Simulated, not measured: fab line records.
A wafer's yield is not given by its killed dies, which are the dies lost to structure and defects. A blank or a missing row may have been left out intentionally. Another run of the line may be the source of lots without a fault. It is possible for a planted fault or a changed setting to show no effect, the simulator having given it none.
Comparing a struck lot with a sound one | flow gf180mcu | 18 steps out of a route of 602
Sound: these wafers, L399.1, L399.3, L399.4. Wafers L409.1, L409.2, L409.5 were the ones struck. At the end, the cause is stated.
Each step with rows lists, per side, the tool, then ch with its chambers, then its first start. Under that, the readings that differ: sound wafers | struck wafers | difference of the means | sigmas: that difference in standard deviations of wafers without a fault.
alike: readings whose means differ by less than 2 such deviations, and words and numbers that are the same on both sides. not compared: withheld readings, readings that some wafer has no value for, bounds like >300 that may hide the same value, and numbers for which the record gives no deviation and whose values overlap.
Wherever a step has rows on one side only, a row that says differs or no value, or a row with sigmas, the two part there. When numbers do not overlap yet have no deviation, they are printed without sigmas and do not part them. A reading that every wafer of one side lacks parts them only if that side has two wafers or more.

GF_HV_LDD_CD_MEAS_31: target cd 400 nm.
  struck on cd-sem-01, day 15 01:59; sound on cd-sem-02, day 11 12:20
  alike: cd-nm
GF_HV_LDD_OVL_MEAS_32:
  struck on overlay-01, day 15 02:07; sound on overlay-02, day 11 12:28
  reading            | sound       | struck        | difference | sigmas
  HV_LDD_02_OVL (nm) | 2.2 1.8 1.6 | -2.4 0.1 -0.6 | -2.8       | -2
then, 4 steps without rows for these wafers: GF_HV_LDD_IMPLANT_33; GF_HV_LDD_IMPLANT_34; GF_HV_LDD_IMPLANT_35; GF_HV_LDD_IMPLANT_36.
GF_HV_LDD_STRIP_37: strips in O2/N2.
  sound on plasma-asher-03 ch 0,1, day 11 13:06; struck on plasma-asher-03 ch 0,1, day 15 02:45
  alike: drypump-motor-current-A, heater-power-w, oes-product-au, strip-time-to-endpoint-s
  not compared: rf-hours-counter-h
GF_HV_LDD_TW_MEAS_38:
  struck on film-metro-04, day 15 02:51; sound on film-metro-03, day 11 13:12
  alike: HV_LDD_3_TW
then, 4 steps without rows for these wafers: GF_HV_LDD_DEHYDRATE_39 (time 60 s); GF_HV_LDD_HMDS_40 (prime time 60 s); GF_HV_LDD_COAT_41 (resist thk 1000 nm); GF_HV_LDD_SOFTBAKE_42 (time 60 s).
GF_HV_LDD_EXPOSE_43: exposes mask Pplus HV AREA, target cd 400 nm.
  sound on iline-stepper-01 ch 0, day 11 22:46; struck on iline-stepper-02 ch 0, day 15 13:41
  reading                        | sound                   | struck            | difference | sigmas
  model.HV_LDD.overlay-x-nm (nm) | -0.4434 -0.4434 -0.4434 | 259.1 259.1 259.1 | +259.5     |
  alike: mask
then, 2 steps without rows for these wafers: GF_HV_LDD_PEB_44; GF_HV_LDD_DEVELOP_45 (develop time 60 s).
GF_HV_LDD_CD_MEAS_46: target cd 400 nm.
  struck on cd-sem-02, day 16 00:23; sound on cd-sem-02, day 12 08:11
  reading    | sound             | struck            | difference | sigmas
  cd-nm (nm) | 397.3 398.6 398.7 | 401.3 402.5 405.6 | +4.9       | +2
GF_HV_LDD_OVL_MEAS_47:
  struck on overlay-01, day 16 00:43; sound on overlay-01, day 12 08:19
  reading            | sound          | struck            | difference | sigmas
  HV_LDD_03_OVL (nm) | -0.7 -2.9 -1.3 | 258.9 258.2 260.1 | +260.7     | +99 or more
  not compared: hold
GF_PASSIVATION_PROBE_99:
  the record has rows for the sound wafers here (prober-01, day 28 23:51) and none for the struck ones

WHERE THEY PART
Last at GF_PASSIVATION_PROBE_99 as far as this record goes, first at GF_HV_LDD_OVL_MEAS_32.

WHY: the cause the simulator had injected
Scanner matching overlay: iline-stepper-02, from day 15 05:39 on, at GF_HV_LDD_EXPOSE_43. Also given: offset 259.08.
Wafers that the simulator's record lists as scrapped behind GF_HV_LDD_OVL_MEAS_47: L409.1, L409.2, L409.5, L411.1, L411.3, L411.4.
